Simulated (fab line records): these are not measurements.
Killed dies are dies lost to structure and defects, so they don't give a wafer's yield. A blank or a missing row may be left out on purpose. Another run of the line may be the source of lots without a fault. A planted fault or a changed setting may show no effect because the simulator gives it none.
Which of the tools did it? ; flow gf180mcu ; Sampling: 12 lots, 36 wafers, 3 of 602 route steps

WHAT THE GAUGES SHOWED, per wafer
GF_PSD_OVL_MEAS_08. Usual: PSD_OVL gives 0.1 nm (standard deviation 1.4).
lot;measured;on;PSD_OVL (nm);flag
L894;day 14 08:02;overlay-01;0.7 -0.4 1.9;
L895;day 14 12:32;overlay-01;-0.2 0.7 -1.1;
L898;day 15 23:44;overlay-01;0.8 1.5 1.5;
L899;day 16 02:47;overlay-02;1.2 0.6 0.0;
L900;day 16 07:37;overlay-02;-0.3 -2.1 -1.5;
L901;day 16 21:43;overlay-01;0.3 0.2 -0.7;
L903;day 17 16:03;overlay-02;1.7 0.7 -1.1;
L908;day 19 07:15;overlay-01;-1.7 0.3 -0.7;
L909;day 19 15:28;overlay-01;1.8 1.3 1.9;
L913;day 20 23:44;overlay-02;-3.5 -1.8 -2.0;
L915;day 21 17:37;overlay-01;-2.3 -0.3 -0.5;
L916;day 21 21:25;overlay-01;0.1 0.3 0.1;

GF_SAB_THK_MEAS_01. Usual: SAB_CVD_00_THK gives 49.8 nm (standard deviation 0.76).
lot;measured;on;SAB_CVD_00_THK (nm);flag
L894;day 14 08:47;film metro-01;48.3 49.3 49.1;
L895;day 14 13:17;film metro-01;48.6 50.3 49.6;
L898;day 16 00:32;film metro-01;50.2 49.7 50.2;
L899;day 16 03:31;film metro-02;49.5 50.0 50.4;
L900;day 16 08:22;film metro-01;48.5 49.6 50.6;
L901;day 16 22:27;film metro-04;48.7 49.7 48.6;
L903;day 17 16:48;film metro-02;49.7 49.5 49.8;
L908;day 19 08:02;film metro-01;49.9 50.6 25.3;OFF
L909;day 19 16:13;film metro-01;26.4 27.3 50.8;OFF
L913;day 21 00:29;film metro-04;50.4 50.7 51.1;
L915;day 21 18:22;film metro-01;50.4 51.5 50.8;
L916;day 21 22:09;film metro-04;49.5 49.9 51.0;

WHICH TOOL RAN EACH LOT (tool, then ch and the chambers of the sampled wafers, then the start)
lot;GF_SAB_CVD_00
L894;pecvd-02 ch 0,1,2, day 14 08:46
L895;pecvd-02 ch 0,2, day 14 13:15
L898;pecvd-02 ch 0,1,2, day 16 00:30
L899;pecvd-01 ch 1,2, day 16 03:30
L900;pecvd-01 ch 0,1,2, day 16 08:20
L901;pecvd-01 ch 0,1,2, day 16 22:26
L903;pecvd-04 ch 0,1,2, day 17 16:46
L908;pecvd-04 ch 0,1,2, day 19 08:00
L909;pecvd-04 ch 0,2, day 19 16:11
L913;pecvd-02 ch 0,1,2, day 21 00:27
L915;pecvd-02 ch 1,2, day 21 18:20
L916;pecvd-02 ch 1,2, day 21 22:08
- GF_SAB_CVD_00: deposits SiO2 from TEOS, target thk 50 nm, time 4.9302 s.

AS READ BY THE TOOLS THEMSELVES (means over the sampled wafers that have a number; for cases with no such wafer, the mark the record gives instead)
GF_SAB_CVD_00. Usual: heater power outer w 417 W, standard deviation 55; heater power w 723 W, standard deviation 77; rf fwd power W 588.8 W, standard deviation 2.5.
lot;tool;heater power outer w (W);heater power w (W);rf fwd power W (W);flag
L894;pecvd-02;414;722;588.5;
L895;pecvd-02;411;707;588.8;
L898;pecvd-02;463;773;589.0;
L899;pecvd-01;466;793;589.1;
L900;pecvd-01;436;755;588.0;
L901;pecvd-01;447;761;587.2;
L903;pecvd-04;379;675;590.6;
L908;pecvd-04;393;696;592.3;
L909;pecvd-04;411;693;591.9;
L913;pecvd-02;408;718;590.1;
L915;pecvd-02;373;662;587.9;
L916;pecvd-02;436;736;589.7;

THE ANSWER, worked out from the rows above alone
Rule: lot off if the mean of its wafers having a number is beyond 3 standard deviations from the usual mean. Also off: a lot with no number at a reading for which 4 or more lots have one. The other lots that the step has rows for count as sound. The gauges are gone through in route order, then the tools' own readings, and for those a lot's mean is taken as printed above. The first step at which some lot is off is used, and at that step the reading that is off furthest; a lot without a number counts as furthest.
Off: at GF_SAB_THK_MEAS_01 (SAB_CVD_00_THK), L908, L909.
If a tool, at a process step before that reading, ran all the lots that are off and no sound lot after the first of them, it fits. Those tools and the gauges at GF_SAB_THK_MEAS_01 are tried in the same way. One candidate fits, namely pecvd-04 at GF_SAB_CVD_00. Its last sound lot is L903 (day 17 16:46), its first lot that is off L908 (day 19 08:00): a fault that began between those two fits.

WHAT THE SIMULATOR PUT IN
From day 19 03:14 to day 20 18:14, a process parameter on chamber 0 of pecvd-04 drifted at GF_SAB_CVD_00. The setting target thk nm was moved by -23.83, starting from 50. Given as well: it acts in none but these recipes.
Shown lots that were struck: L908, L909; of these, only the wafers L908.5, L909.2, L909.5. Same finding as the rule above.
